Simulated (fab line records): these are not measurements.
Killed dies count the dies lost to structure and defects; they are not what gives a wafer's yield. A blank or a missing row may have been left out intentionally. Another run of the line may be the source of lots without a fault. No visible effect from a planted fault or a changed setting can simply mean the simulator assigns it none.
Which tool was responsible? / flow sky130 / Sampling: 24 lots, 72 wafers, 6 of 708 route steps

## WHAT THE GAUGES READ, wafer by wafer
SKY_VIA3_THK_MEAS_01.
lot=L074; measured=day 37 22:01; on=filmMetro-03; VIA3_HDPCVD_THK (nm)=1585 1579 1590
lot=L075; measured=day 38 04:48; on=filmMetro-03; VIA3_HDPCVD_THK (nm)=1584 1585 1607
lot=L076; measured=day 38 20:47; on=filmMetro-03; VIA3_HDPCVD_THK (nm)=1619 1610 1628
lot=L077; measured=day 39 10:56; on=filmMetro-03; VIA3_HDPCVD_THK (nm)=1619 1602 1612
lot=L078; measured=day 39 19:38; on=filmMetro-02; VIA3_HDPCVD_THK (nm)=1599 1608 1624
lot=L079; measured=day 39 19:58; on=filmMetro-03; VIA3_HDPCVD_THK (nm)=1609 1602 1607
lot=L080; measured=day 40 10:23; on=filmMetro-03; VIA3_HDPCVD_THK (nm)=1616 1608 1610
lot=L081; measured=day 40 15:55; on=filmMetro-01; VIA3_HDPCVD_THK (nm)=1596 1600 1591
lot=L082; measured=day 40 22:05; on=filmMetro-03; VIA3_HDPCVD_THK (nm)=1616 1624 1612
lot=L083; measured=day 41 03:41; on=filmMetro-01; VIA3_HDPCVD_THK (nm)=1603 1617 1591
lot=L084; measured=day 41 12:24; on=filmMetro-03; VIA3_HDPCVD_THK (nm)=1620 1617 1604
lot=L086; measured=day 41 16:25; on=filmMetro-03; VIA3_HDPCVD_THK (nm)=1572 1596 1586
lot=L085; measured=day 41 19:11; on=filmMetro-02; VIA3_HDPCVD_THK (nm)=1618 1599 1606
lot=L087; measured=day 42 06:44; on=filmMetro-02; VIA3_HDPCVD_THK (nm)=1606 1590 1610
lot=L088; measured=day 42 08:23; on=filmMetro-02; VIA3_HDPCVD_THK (nm)=1587 1595 1581
lot=L089; measured=day 42 18:30; on=filmMetro-03; VIA3_HDPCVD_THK (nm)=1559 1580 1582
lot=L090; measured=day 43 04:21; on=filmMetro-03; VIA3_HDPCVD_THK (nm)=1628 1611 1631
lot=L091; measured=day 43 06:25; on=filmMetro-01; VIA3_HDPCVD_THK (nm)=1583 1582 1589
lot=L094; measured=day 45 01:53; on=filmMetro-01; VIA3_HDPCVD_THK (nm)=1602 1602 1616
lot=L093; measured=day 45 02:00; on=filmMetro-02; VIA3_HDPCVD_THK (nm)=1602 1607 1595
lot=L095; measured=day 45 03:48; on=filmMetro-01; VIA3_HDPCVD_THK (nm)=1589 1600 1609
lot=L092; measured=day 45 03:50; on=filmMetro-02; VIA3_HDPCVD_THK (nm)=1571 1596 1586
lot=L096; measured=day 45 06:14; on=filmMetro-01; VIA3_HDPCVD_THK (nm)=1593 1603 1625
lot=L097; measured=day 45 07:43; on=filmMetro-02; VIA3_HDPCVD_THK (nm)=1584 1596 1577

SKY_PAD_OPEN_BOW_MEAS_13.
lot=L074; measured=day 45 03:26; on=filmMetro-02; PAD_OPEN_BOW (um)=45 42 49
lot=L075; measured=day 45 07:58; on=filmMetro-02; PAD_OPEN_BOW (um)=35 40 40
lot=L076; measured=day 45 21:38; on=filmMetro-04; PAD_OPEN_BOW (um)=42 45 54
lot=L077; measured=day 46 09:00; on=filmMetro-02; PAD_OPEN_BOW (um)=45 45 48
lot=L078; measured=day 46 19:15; on=filmMetro-04; PAD_OPEN_BOW (um)=38 57 36
lot=L079; measured=day 46 20:38; on=filmMetro-02; PAD_OPEN_BOW (um)=41 38 53
lot=L080; measured=day 47 05:50; on=filmMetro-02; PAD_OPEN_BOW (um)=39 35 49
lot=L081; measured=day 47 07:54; on=filmMetro-04; PAD_OPEN_BOW (um)=32 46 41
lot=L082; measured=day 47 13:59; on=filmMetro-02; PAD_OPEN_BOW (um)=38 39 49
lot=L083; measured=day 47 19:34; on=filmMetro-03; PAD_OPEN_BOW (um)=43 52 40
lot=L084; measured=day 48 01:43; on=filmMetro-03; PAD_OPEN_BOW (um)=52 44 46
lot=L086; measured=day 48 04:59; on=filmMetro-02; PAD_OPEN_BOW (um)=55 56 67
lot=L085; measured=day 48 09:06; on=filmMetro-03; PAD_OPEN_BOW (um)=24 27 42
lot=L087; measured=day 48 17:29; on=filmMetro-03; PAD_OPEN_BOW (um)=48 39 38
lot=L088; measured=day 48 19:49; on=filmMetro-03; PAD_OPEN_BOW (um)=37 42 36
lot=L089; measured=day 49 02:08; on=filmMetro-04; PAD_OPEN_BOW (um)=54 49 48
lot=L090; measured=day 49 08:16; on=filmMetro-04; PAD_OPEN_BOW (um)=41 37 45
lot=L091; measured=day 49 11:35; on=filmMetro-02; PAD_OPEN_BOW (um)=34 37 38
lot=L094; measured=day 50 18:26; on=filmMetro-03; PAD_OPEN_BOW (um)=50 38 56
lot=L093; measured=day 50 19:12; on=filmMetro-04; PAD_OPEN_BOW (um)=33 35 40
lot=L095; measured=day 50 21:11; on=filmMetro-04; PAD_OPEN_BOW (um)=33 41 35
lot=L092; measured=day 50 22:14; on=filmMetro-04; PAD_OPEN_BOW (um)=47 49 41
lot=L096; measured=day 51 00:04; on=filmMetro-03; PAD_OPEN_BOW (um)=32 41 43
lot=L097; measured=day 51 02:44; on=filmMetro-03; PAD_OPEN_BOW (um)=44 50 57

## EACH LOT AND THE TOOL THAT RAN IT (in order: tool; ch and the chambers of the sampled wafers; start)
lot=L074; SKY_VIA3_CMP_24=cmp-01 ch 2,3, day 39 01:34; SKY_CAP2M_METAL_ETCH_13=rieMetal-04 ch 1, day 40 02:47; SKY_METAL4_ETCH_16=rieMetal-02 ch 0,1, day 41 03:39; SKY_VIA4_ETCH_12=rieDiel-04 ch 2,3, day 42 04:02
lot=L075; SKY_VIA3_CMP_24=cmp-02 ch 0,3, day 39 07:43; SKY_CAP2M_METAL_ETCH_13=rieMetal-03 ch 0,1, day 40 08:50; SKY_METAL4_ETCH_16=rieMetal-01 ch 0,1, day 41 09:17; SKY_VIA4_ETCH_12=rieDiel-04 ch 2,3, day 42 10:05
lot=L076; SKY_VIA3_CMP_24=cmp-02 ch 2,3, day 39 22:50; SKY_CAP2M_METAL_ETCH_13=rieMetal-04 ch 0,1, day 40 23:26; SKY_METAL4_ETCH_16=rieMetal-02 ch 0, day 41 22:59; SKY_VIA4_ETCH_12=rieDiel-04 ch 0,1, day 43 00:35
lot=L077; SKY_VIA3_CMP_24=cmp-01 ch 2,3, day 40 13:27; SKY_CAP2M_METAL_ETCH_13=rieMetal-04 ch 0,1, day 41 13:35; SKY_METAL4_ETCH_16=rieMetal-02 ch 1, day 42 13:32; SKY_VIA4_ETCH_12=rieDiel-02 ch 1,2,3, day 43 13:14
lot=L078; SKY_VIA3_CMP_24=cmp-02 ch 0,1,3, day 40 21:24; SKY_CAP2M_METAL_ETCH_13=rieMetal-02 ch 0, day 41 20:41; SKY_METAL4_ETCH_16=rieMetal-03 ch 0,1, day 42 21:11; SKY_VIA4_ETCH_12=rieDiel-03 ch 0,1,2, day 43 23:56
lot=L079; SKY_VIA3_CMP_24=cmp-02 ch 0,1,2, day 40 21:59; SKY_CAP2M_METAL_ETCH_13=rieMetal-04 ch 0,1, day 41 22:05; SKY_METAL4_ETCH_16=rieMetal-02 ch 0,1, day 42 23:22; SKY_VIA4_ETCH_12=rieDiel-03 ch 0,1,2, day 44 01:10
lot=L080; SKY_VIA3_CMP_24=cmp-01 ch 0,2,3, day 41 12:12; SKY_CAP2M_METAL_ETCH_13=rieMetal-04 ch 0,1, day 42 12:11; SKY_METAL4_ETCH_16=rieMetal-03 ch 0,1, day 43 10:44; SKY_VIA4_ETCH_12=rieDiel-04 ch 0,2,3, day 44 10:07
lot=L081; SKY_VIA3_CMP_24=cmp-02 ch 1,2, day 41 16:47; SKY_CAP2M_METAL_ETCH_13=rieMetal-04 ch 0,1, day 42 16:47; SKY_METAL4_ETCH_16=rieMetal-01 ch 0,1, day 43 16:04; SKY_VIA4_ETCH_12=rieDiel-02 ch 2,3, day 44 15:23
lot=L082; SKY_VIA3_CMP_24=cmp-01 ch 1,2,3, day 41 23:01; SKY_CAP2M_METAL_ETCH_13=rieMetal-04 ch 0,1, day 42 23:41; SKY_METAL4_ETCH_16=rieMetal-01 ch 0,1, day 43 21:35; SKY_VIA4_ETCH_12=rieDiel-02 ch 0,1,2, day 44 20:13
lot=L083; SKY_VIA3_CMP_24=cmp-01 ch 2,3, day 42 04:42; SKY_CAP2M_METAL_ETCH_13=rieMetal-04 ch 0,1, day 43 04:03; SKY_METAL4_ETCH_16=rieMetal-01 ch 0,1, day 44 02:43; SKY_VIA4_ETCH_12=rieDiel-04 ch 0,1,2, day 45 02:08
lot=L084; SKY_VIA3_CMP_24=cmp-01 ch 0,1,2, day 42 13:04; SKY_CAP2M_METAL_ETCH_13=rieMetal-04 ch 0,1, day 43 11:11; SKY_METAL4_ETCH_16=rieMetal-02 ch 0,1, day 44 09:58; SKY_VIA4_ETCH_12=rieDiel-04 ch 0,1,2, day 45 08:20
lot=L086; SKY_VIA3_CMP_24=cmp-01 ch 0,1,3, day 42 17:26; SKY_CAP2M_METAL_ETCH_13=rieMetal-04 ch 0,1, day 43 16:05; SKY_METAL4_ETCH_16=rieMetal-02 ch 0,1, day 44 14:56; SKY_VIA4_ETCH_12=rieDiel-03 ch 0,1,3, day 45 12:53
lot=L085; SKY_VIA3_CMP_24=cmp-02 ch 0,1,3, day 43 01:05; SKY_CAP2M_METAL_ETCH_13=rieMetal-04 ch 0,1, day 43 22:35; SKY_METAL4_ETCH_16=rieMetal-02 ch 0,1, day 44 20:28; SKY_VIA4_ETCH_12=rieDiel-02 ch 0,1,3, day 45 17:50
lot=L087; SKY_VIA3_CMP_24=cmp-02 ch 0,1,2, day 43 07:20; SKY_CAP2M_METAL_ETCH_13=rieMetal-04 ch 0, day 44 05:44; SKY_METAL4_ETCH_16=rieMetal-02 ch 0,1, day 45 04:22; SKY_VIA4_ETCH_12=rieDiel-04 ch 0,1,3, day 46 02:32
lot=L088; SKY_VIA3_CMP_24=cmp-01 ch 0,1,2, day 43 09:13; SKY_CAP2M_METAL_ETCH_13=rieMetal-02 ch 0,1, day 44 07:56; SKY_METAL4_ETCH_16=rieMetal-02 ch 0,1, day 45 06:17; SKY_VIA4_ETCH_12=rieDiel-03 ch 1,2,3, day 46 04:29
lot=L089; SKY_VIA3_CMP_24=cmp-01 ch 1,2,3, day 43 18:33; SKY_CAP2M_METAL_ETCH_13=rieMetal-03 ch 0,1, day 44 16:50; SKY_METAL4_ETCH_16=rieMetal-01 ch 0,1, day 45 14:26; SKY_VIA4_ETCH_12=rieDiel-03 ch 0,2,3, day 46 12:26
lot=L090; SKY_VIA3_CMP_24=cmp-01 ch 0,1,3, day 44 04:22; SKY_CAP2M_METAL_ETCH_13=rieMetal-04 ch 0,1, day 45 02:46; SKY_METAL4_ETCH_16=rieMetal-03 ch 0,1, day 46 00:22; SKY_VIA4_ETCH_12=rieDiel-02 ch 0,3, day 46 20:31
lot=L091; SKY_VIA3_CMP_24=cmp-02 ch 1,3, day 44 06:25; SKY_CAP2M_METAL_ETCH_13=rieMetal-04 ch 0,1, day 45 04:40; SKY_METAL4_ETCH_16=rieMetal-01 ch 0,1, day 46 02:25; SKY_VIA4_ETCH_12=rieDiel-03 ch 0,3, day 46 23:34
lot=L094; SKY_VIA3_CMP_24=cmp-02 ch 0,1,2, day 46 00:31; SKY_CAP2M_METAL_ETCH_13=rieMetal-03 ch 0,1, day 46 20:02; SKY_METAL4_ETCH_16=rieMetal-02 ch 0,1, day 47 16:46; SKY_VIA4_ETCH_12=rieDiel-03 ch 0,1,3, day 48 12:43
lot=L093; SKY_VIA3_CMP_24=cmp-02 ch 0,1, day 46 01:04; SKY_CAP2M_METAL_ETCH_13=rieMetal-02 ch 0,1, day 46 21:01; SKY_METAL4_ETCH_16=rieMetal-02 ch 0,1, day 47 17:52; SKY_VIA4_ETCH_12=rieDiel-02 ch 2,3, day 48 14:35
lot=L095; SKY_VIA3_CMP_24=cmp-02 ch 2,3, day 46 02:07; SKY_CAP2M_METAL_ETCH_13=rieMetal-03 ch 0,1, day 46 22:17; SKY_METAL4_ETCH_16=rieMetal-03 ch 1, day 47 19:44; SKY_VIA4_ETCH_12=rieDiel-02 ch 1,2, day 48 15:23
lot=L092; SKY_VIA3_CMP_24=cmp-01 ch 0,1,2, day 46 02:27; SKY_CAP2M_METAL_ETCH_13=rieMetal-02 ch 0,1, day 46 22:35; SKY_METAL4_ETCH_16=rieMetal-01 ch 0, day 47 20:02; SKY_VIA4_ETCH_12=rieDiel-02 ch 0,2,3, day 48 16:32
lot=L096; SKY_VIA3_CMP_24=cmp-02 ch 0,3, day 46 04:49; SKY_CAP2M_METAL_ETCH_13=rieMetal-02 ch 1, day 47 01:14; SKY_METAL4_ETCH_16=rieMetal-02 ch 0,1, day 47 21:50; SKY_VIA4_ETCH_12=rieDiel-02 ch 1,2,3, day 48 18:20
lot=L097; SKY_VIA3_CMP_24=cmp-01 ch 2,3, day 46 06:07; SKY_CAP2M_METAL_ETCH_13=rieMetal-04 ch 0,1, day 47 03:09; SKY_METAL4_ETCH_16=rieMetal-02 ch 0,1, day 48 00:04; SKY_VIA4_ETCH_12=rieDiel-03 ch 1,2, day 48 19:44
- SKY_VIA3_CMP_24: polishes, stops on SiO2, t overpolish 20 s, target thk 0 nm.
- SKY_CAP2M_METAL_ETCH_13: etches TiN in Cl2/BCl3, stops on SiO2, target depth 220 nm, time 62.9 s.
- SKY_METAL4_ETCH_16: etches BARC in N2/H2, stops on SiO2, time 88.2 s, target depth 60 nm.
- SKY_VIA4_ETCH_12: etches SiO2 in C4F8/O2/Ar, stops on TiN, target depth 580 nm.

## WHAT THE TOOLS THEMSELVES READ (means of the sampled wafers that have a number; where no wafer has one, the mark that the record gives instead)
SKY_VIA3_CMP_24.
lot=L074; tool=cmp-01; headPressurePsi (psi)=3.502; motorCurrentA (A)=10.7; overpolishRunS (s)=19.999; timeToEndpointS (s)=90
lot=L075; tool=cmp-02; headPressurePsi (psi)=3.503; motorCurrentA (A)=11.9; overpolishRunS (s)=20.002; timeToEndpointS (s)=101
lot=L076; tool=cmp-02; headPressurePsi (psi)=3.502; motorCurrentA (A)=11.2; overpolishRunS (s)=19.995; timeToEndpointS (s)=95
lot=L077; tool=cmp-01; headPressurePsi (psi)=3.499; motorCurrentA (A)=10.4; overpolishRunS (s)=20.002; timeToEndpointS (s)=95
lot=L078; tool=cmp-02; headPressurePsi (psi)=3.503; motorCurrentA (A)=11.3; overpolishRunS (s)=20.000; timeToEndpointS (s)=95
lot=L079; tool=cmp-02; headPressurePsi (psi)=3.498; motorCurrentA (A)=10.4; overpolishRunS (s)=20.007; timeToEndpointS (s)=97
lot=L080; tool=cmp-01; headPressurePsi (psi)=3.496; motorCurrentA (A)=10.2; overpolishRunS (s)=20.005; timeToEndpointS (s)=94
lot=L081; tool=cmp-02; headPressurePsi (psi)=3.496; motorCurrentA (A)=10.0; overpolishRunS (s)=20.003; timeToEndpointS (s)=98
lot=L082; tool=cmp-01; headPressurePsi (psi)=3.502; motorCurrentA (A)=10.0; overpolishRunS (s)=19.999; timeToEndpointS (s)=92
lot=L083; tool=cmp-01; headPressurePsi (psi)=3.498; motorCurrentA (A)=10.1; overpolishRunS (s)=20.008; timeToEndpointS (s)=96
lot=L084; tool=cmp-01; headPressurePsi (psi)=3.488; motorCurrentA (A)=10.0; overpolishRunS (s)=20.003; timeToEndpointS (s)=96
lot=L086; tool=cmp-01; headPressurePsi (psi)=3.504; motorCurrentA (A)=9.5; overpolishRunS (s)=20.000; timeToEndpointS (s)=94
lot=L085; tool=cmp-02; headPressurePsi (psi)=3.494; motorCurrentA (A)=11.0; overpolishRunS (s)=20.002; timeToEndpointS (s)=92
lot=L087; tool=cmp-02; headPressurePsi (psi)=3.505; motorCurrentA (A)=10.3; overpolishRunS (s)=20.001; timeToEndpointS (s)=92
lot=L088; tool=cmp-01; headPressurePsi (psi)=3.501; motorCurrentA (A)=10.1; overpolishRunS (s)=20.002; timeToEndpointS (s)=89
lot=L089; tool=cmp-01; headPressurePsi (psi)=3.498; motorCurrentA (A)=10.3; overpolishRunS (s)=20.012; timeToEndpointS (s)=91
lot=L090; tool=cmp-01; headPressurePsi (psi)=3.496; motorCurrentA (A)=9.7; overpolishRunS (s)=20.003; timeToEndpointS (s)=92
lot=L091; tool=cmp-02; headPressurePsi (psi)=3.498; motorCurrentA (A)=11.5; overpolishRunS (s)=19.997; timeToEndpointS (s)=98
lot=L094; tool=cmp-02; headPressurePsi (psi)=3.502; motorCurrentA (A)=10.8; overpolishRunS (s)=19.998; timeToEndpointS (s)=91
lot=L093; tool=cmp-02; headPressurePsi (psi)=3.495; motorCurrentA (A)=10.7; overpolishRunS (s)=19.992; timeToEndpointS (s)=90
lot=L095; tool=cmp-02; headPressurePsi (psi)=3.503; motorCurrentA (A)=12.0; overpolishRunS (s)=20.001; timeToEndpointS (s)=96
lot=L092; tool=cmp-01; headPressurePsi (psi)=3.497; motorCurrentA (A)=9.7; overpolishRunS (s)=20.003; timeToEndpointS (s)=92
lot=L096; tool=cmp-02; headPressurePsi (psi)=3.501; motorCurrentA (A)=11.9; overpolishRunS (s)=19.989; timeToEndpointS (s)=93
lot=L097; tool=cmp-01; headPressurePsi (psi)=3.502; motorCurrentA (A)=10.1; overpolishRunS (s)=20.001; timeToEndpointS (s)=93

SKY_CAP2M_METAL_ETCH_13.
lot=L074; tool=rieMetal-04; drypumpMotorCurrentA (A)=5.2; oesProductAu (a.u.)=0.940; throttleValvePct (%)=21.905
lot=L075; tool=rieMetal-03; drypumpMotorCurrentA (A)=5.8; oesProductAu (a.u.)=0.935; throttleValvePct (%)=21.895
lot=L076; tool=rieMetal-04; drypumpMotorCurrentA (A)=5.4; oesProductAu (a.u.)=0.935; throttleValvePct (%)=21.912
lot=L077; tool=rieMetal-04; drypumpMotorCurrentA (A)=5.4; oesProductAu (a.u.)=0.943; throttleValvePct (%)=21.901
lot=L078; tool=rieMetal-02; drypumpMotorCurrentA (A)=6.4; oesProductAu (a.u.)=0.935; throttleValvePct (%)=21.888
lot=L079; tool=rieMetal-04; drypumpMotorCurrentA (A)=5.4; oesProductAu (a.u.)=0.945; throttleValvePct (%)=21.906
lot=L080; tool=rieMetal-04; drypumpMotorCurrentA (A)=5.4; oesProductAu (a.u.)=0.946; throttleValvePct (%)=21.903
lot=L081; tool=rieMetal-04; drypumpMotorCurrentA (A)=5.6; oesProductAu (a.u.)=0.945; throttleValvePct (%)=21.904
lot=L082; tool=rieMetal-04; drypumpMotorCurrentA (A)=5.4; oesProductAu (a.u.)=0.939; throttleValvePct (%)=21.898
lot=L083; tool=rieMetal-04; drypumpMotorCurrentA (A)=5.4; oesProductAu (a.u.)=0.946; throttleValvePct (%)=21.890
lot=L084; tool=rieMetal-04; drypumpMotorCurrentA (A)=5.4; oesProductAu (a.u.)=0.942; throttleValvePct (%)=21.901
lot=L086; tool=rieMetal-04; drypumpMotorCurrentA (A)=5.4; oesProductAu (a.u.)=0.947; throttleValvePct (%)=21.896
lot=L085; tool=rieMetal-04; drypumpMotorCurrentA (A)=5.6; oesProductAu (a.u.)=0.938; throttleValvePct (%)=21.901
lot=L087; tool=rieMetal-04; drypumpMotorCurrentA (A)=5.9; oesProductAu (a.u.)=0.944; throttleValvePct (%)=21.900
lot=L088; tool=rieMetal-02; drypumpMotorCurrentA (A)=6.1; oesProductAu (a.u.)=0.934; throttleValvePct (%)=21.911
lot=L089; tool=rieMetal-03; drypumpMotorCurrentA (A)=5.8; oesProductAu (a.u.)=0.934; throttleValvePct (%)=21.906
lot=L090; tool=rieMetal-04; drypumpMotorCurrentA (A)=5.4; oesProductAu (a.u.)=0.943; throttleValvePct (%)=21.898
lot=L091; tool=rieMetal-04; drypumpMotorCurrentA (A)=5.7; oesProductAu (a.u.)=0.948; throttleValvePct (%)=21.897
lot=L094; tool=rieMetal-03; drypumpMotorCurrentA (A)=5.8; oesProductAu (a.u.)=0.929; throttleValvePct (%)=21.906
lot=L093; tool=rieMetal-02; drypumpMotorCurrentA (A)=6.1; oesProductAu (a.u.)=0.947; throttleValvePct (%)=21.903
lot=L095; tool=rieMetal-03; drypumpMotorCurrentA (A)=5.3; oesProductAu (a.u.)=0.931; throttleValvePct (%)=21.906
lot=L092; tool=rieMetal-02; drypumpMotorCurrentA (A)=5.7; oesProductAu (a.u.)=0.953; throttleValvePct (%)=21.896
lot=L096; tool=rieMetal-02; drypumpMotorCurrentA (A)=5.4; oesProductAu (a.u.)=0.943; throttleValvePct (%)=21.902
lot=L097; tool=rieMetal-04; drypumpMotorCurrentA (A)=5.6; oesProductAu (a.u.)=0.945; throttleValvePct (%)=21.898

SKY_METAL4_ETCH_16.
lot=L074; tool=rieMetal-02; drypumpMotorCurrentA (A)=5.7; oesProductAu (a.u.)=0.624; throttleValvePct (%)=13.202
lot=L075; tool=rieMetal-01; drypumpMotorCurrentA (A)=5.6; oesProductAu (a.u.)=0.621; throttleValvePct (%)=13.204
lot=L076; tool=rieMetal-02; drypumpMotorCurrentA (A)=6.3; oesProductAu (a.u.)=0.625; throttleValvePct (%)=13.213
lot=L077; tool=rieMetal-02; drypumpMotorCurrentA (A)=5.4; oesProductAu (a.u.)=0.625; throttleValvePct (%)=13.203
lot=L078; tool=rieMetal-03; drypumpMotorCurrentA (A)=5.8; oesProductAu (a.u.)=0.628; throttleValvePct (%)=13.199
lot=L079; tool=rieMetal-02; drypumpMotorCurrentA (A)=6.1; oesProductAu (a.u.)=0.625; throttleValvePct (%)=13.209
lot=L080; tool=rieMetal-03; drypumpMotorCurrentA (A)=5.3; oesProductAu (a.u.)=0.620; throttleValvePct (%)=13.206
lot=L081; tool=rieMetal-01; drypumpMotorCurrentA (A)=5.4; oesProductAu (a.u.)=0.626; throttleValvePct (%)=13.202
lot=L082; tool=rieMetal-01; drypumpMotorCurrentA (A)=5.6; oesProductAu (a.u.)=0.626; throttleValvePct (%)=13.209
lot=L083; tool=rieMetal-01; drypumpMotorCurrentA (A)=5.6; oesProductAu (a.u.)=0.628; throttleValvePct (%)=13.204
lot=L084; tool=rieMetal-02; drypumpMotorCurrentA (A)=5.7; oesProductAu (a.u.)=0.629; throttleValvePct (%)=13.206
lot=L086; tool=rieMetal-02; drypumpMotorCurrentA (A)=5.7; oesProductAu (a.u.)=0.621; throttleValvePct (%)=13.204
lot=L085; tool=rieMetal-02; drypumpMotorCurrentA (A)=5.7; oesProductAu (a.u.)=0.628; throttleValvePct (%)=13.205
lot=L087; tool=rieMetal-02; drypumpMotorCurrentA (A)=6.1; oesProductAu (a.u.)=0.622; throttleValvePct (%)=13.200
lot=L088; tool=rieMetal-02; drypumpMotorCurrentA (A)=6.0; oesProductAu (a.u.)=0.627; throttleValvePct (%)=13.211
lot=L089; tool=rieMetal-01; drypumpMotorCurrentA (A)=5.6; oesProductAu (a.u.)=0.625; throttleValvePct (%)=13.202
lot=L090; tool=rieMetal-03; drypumpMotorCurrentA (A)=5.3; oesProductAu (a.u.)=0.625; throttleValvePct (%)=13.205
lot=L091; tool=rieMetal-01; drypumpMotorCurrentA (A)=5.3; oesProductAu (a.u.)=0.629; throttleValvePct (%)=13.202
lot=L094; tool=rieMetal-02; drypumpMotorCurrentA (A)=5.7; oesProductAu (a.u.)=0.623; throttleValvePct (%)=13.202
lot=L093; tool=rieMetal-02; drypumpMotorCurrentA (A)=6.1; oesProductAu (a.u.)=0.629; throttleValvePct (%)=13.198
lot=L095; tool=rieMetal-03; drypumpMotorCurrentA (A)=4.7; oesProductAu (a.u.)=0.625; throttleValvePct (%)=13.201
lot=L092; tool=rieMetal-01; drypumpMotorCurrentA (A)=5.1; oesProductAu (a.u.)=0.622; throttleValvePct (%)=13.208
lot=L096; tool=rieMetal-02; drypumpMotorCurrentA (A)=6.1; oesProductAu (a.u.)=0.624; throttleValvePct (%)=13.201
lot=L097; tool=rieMetal-02; drypumpMotorCurrentA (A)=5.7; oesProductAu (a.u.)=0.625; throttleValvePct (%)=13.199

SKY_VIA4_ETCH_12.
lot=L074; tool=rieDiel-04; oesProductAu (a.u.)=0.931
lot=L075; tool=rieDiel-04; oesProductAu (a.u.)=0.930
lot=L076; tool=rieDiel-04; oesProductAu (a.u.)=0.925
lot=L077; tool=rieDiel-02; oesProductAu (a.u.)=0.926
lot=L078; tool=rieDiel-03; oesProductAu (a.u.)=0.924
lot=L079; tool=rieDiel-03; oesProductAu (a.u.)=0.925
lot=L080; tool=rieDiel-04; oesProductAu (a.u.)=0.926
lot=L081; tool=rieDiel-02; oesProductAu (a.u.)=0.924
lot=L082; tool=rieDiel-02; oesProductAu (a.u.)=0.927
lot=L083; tool=rieDiel-04; oesProductAu (a.u.)=0.923
lot=L084; tool=rieDiel-04; oesProductAu (a.u.)=0.927
lot=L086; tool=rieDiel-03; oesProductAu (a.u.)=0.928
lot=L085; tool=rieDiel-02; oesProductAu (a.u.)=0.928
lot=L087; tool=rieDiel-04; oesProductAu (a.u.)=0.926
lot=L088; tool=rieDiel-03; oesProductAu (a.u.)=0.925
lot=L089; tool=rieDiel-03; oesProductAu (a.u.)=0.926
lot=L090; tool=rieDiel-02; oesProductAu (a.u.)=0.930
lot=L091; tool=rieDiel-03; oesProductAu (a.u.)=0.926
lot=L094; tool=rieDiel-03; oesProductAu (a.u.)=0.928
lot=L093; tool=rieDiel-02; oesProductAu (a.u.)=0.926
lot=L095; tool=rieDiel-02; oesProductAu (a.u.)=0.923
lot=L092; tool=rieDiel-02; oesProductAu (a.u.)=0.928
lot=L096; tool=rieDiel-02; oesProductAu (a.u.)=0.920
lot=L097; tool=rieDiel-03; oesProductAu (a.u.)=0.924

## THE ANSWER, worked out from the rows above alone
Rule: the lots themselves supply what counts as usual. The widest of any qualifying gaps counts: lots, ordered by their means at a reading, are off when they make up no more than a third of the lots, leave a main group of 4 or more, and stand apart from it by 3 or more times the standard deviation of that group's means. If all means in a main group match to the digits the tables above print for the reading, that group is not used. A lot without any number at a reading at which 4 lots or more have one is off too. Any other lot the step has rows for is counted as sound. The gauges are gone through in route order, then the tools' own readings, and for those a lot's mean is taken as printed above. At the first step where some lot is off, the reading lying furthest off is the one used; lots without a number count as furthest.
Across all readings shown, no lot is off: no conclusion can be drawn from this.

## WHAT THE SIMULATOR PUT IN
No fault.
